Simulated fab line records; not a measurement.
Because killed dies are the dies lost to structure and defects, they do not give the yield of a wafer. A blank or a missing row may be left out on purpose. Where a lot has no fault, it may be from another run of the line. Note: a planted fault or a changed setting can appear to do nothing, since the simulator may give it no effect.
Struck lot and sound lot, side by side :: flow gf180mcu :: 14 out of 602 route steps
Sound: these wafers, L540.2, L540.4, L540.6. The struck wafers were L530.3, L530.5, L530.6. The cause comes at the end.
At each step with rows: each side's tool, then ch and its chambers, then its first start. Under that, the readings that differ: sound wafers :: struck wafers :: difference of the means :: sigmas: that difference in standard deviations of wafers without a fault.
alike: words and numbers the same on both sides, and readings whose means are apart by under 2 such deviations; not compared: readings that were withheld, readings missing a value for some wafer, numbers with overlapping values and no deviation given by the record, and bounds like >300 which may hide the same value.
A row with sigmas, a row that says differs or no value, or rows on one side alone: a step with any of these is where the two part. Numbers that don't overlap but have no deviation are shown without sigmas and don't part them. Lack of a reading on every wafer of one side parts them only where that side has two or more wafers.

first, 2 steps without rows for these wafers: GF_M2_SOFTBAKE_10 (time 60 s); GF_M2_EXPOSE_11 (exposes mask Metal2, target cd 280 nm).
GF_M2_PEB_12: peb time 94.28 s.
  sound on litho track-02 ch 0; struck on litho track-03 ch 0
  alike: plate sensor t centre C, plate sensor t edge C
then, 1 step without rows for these wafers: GF_M2_DEVELOP_13 (develop time 60 s).
GF_M2_CD_MEAS_14: the cd target is 280 nm.
  sound on cd sem-01 at day 24 07:51; struck on cd sem-02 at day 21 04:08
  alike: cd nm
GF_M2_OVL_MEAS_15:
  sound on overlay-01 at day 24 07:57; struck on overlay-02 at day 21 04:14
  alike: M2_OVL
GF_M2_METAL_ETCH_16: etches the open film in Cl2/BCl3, stops on SiO2, target depth 750.8 nm, time 125.1 s.
  sound on rie metal-01 ch 1, day 24 07:59; struck on rie metal-04 ch 0,1, day 21 04:18
  alike: chamber pressure mTorr, drypump motor current A, mfc cl2 sccm, oes product au, throttle valve pct
  not compared: rf hours counter h
GF_M2_STRIP_17: strips in O2/N2.
  sound on plasma asher-04 ch 0,1, day 24 08:07; struck on plasma asher-01 ch 0,1, day 21 04:25
  alike: chamber pressure mTorr, drypump motor current A, heater power w, oes product au, strip time to endpoint s
  not compared: rf hours counter h
then, 3 steps without rows for these wafers: GF_M2_STRIP_18 (strips in post etch residue remover, time 1200 s); GF_M2_CLEAN_19 (cleans in DIW); GF_V2_CVD_00 (deposits SiO2, target thk 600 nm, time 100 s).
GF_V2_THK_MEAS_01:
  sound on film metro-04 at day 24 08:46; struck on film metro-04 at day 21 05:01
reading: V2_CVD_00_THK (nm)
sound: 594 597 592
struck: 607 607 608
difference: +13
sigmas: +2
GF_V2_CVD_02: deposits SiO2 from TEOS, target thk 850 nm, time 94.851 s.
  sound on pecvd-03 ch 1,2, day 24 08:49; struck on pecvd-04 ch 1,2, day 21 05:03
  no value came back on the struck wafers for heater power outer w (W), heater power w (W), susceptor temp C (C); on the sound wafers heater power outer w (W) reads 462 552 483
  not compared: since wet clean h
GF_PASSIVATION_PROBE_99:
  the record holds rows for the sound wafers here (prober-02, day 33 00:01) but none for the struck ones

WHERE THEY PART
At GF_V2_THK_MEAS_01 first; at GF_PASSIVATION_PROBE_99 last (within this record only).

WHY: what the simulator had put in
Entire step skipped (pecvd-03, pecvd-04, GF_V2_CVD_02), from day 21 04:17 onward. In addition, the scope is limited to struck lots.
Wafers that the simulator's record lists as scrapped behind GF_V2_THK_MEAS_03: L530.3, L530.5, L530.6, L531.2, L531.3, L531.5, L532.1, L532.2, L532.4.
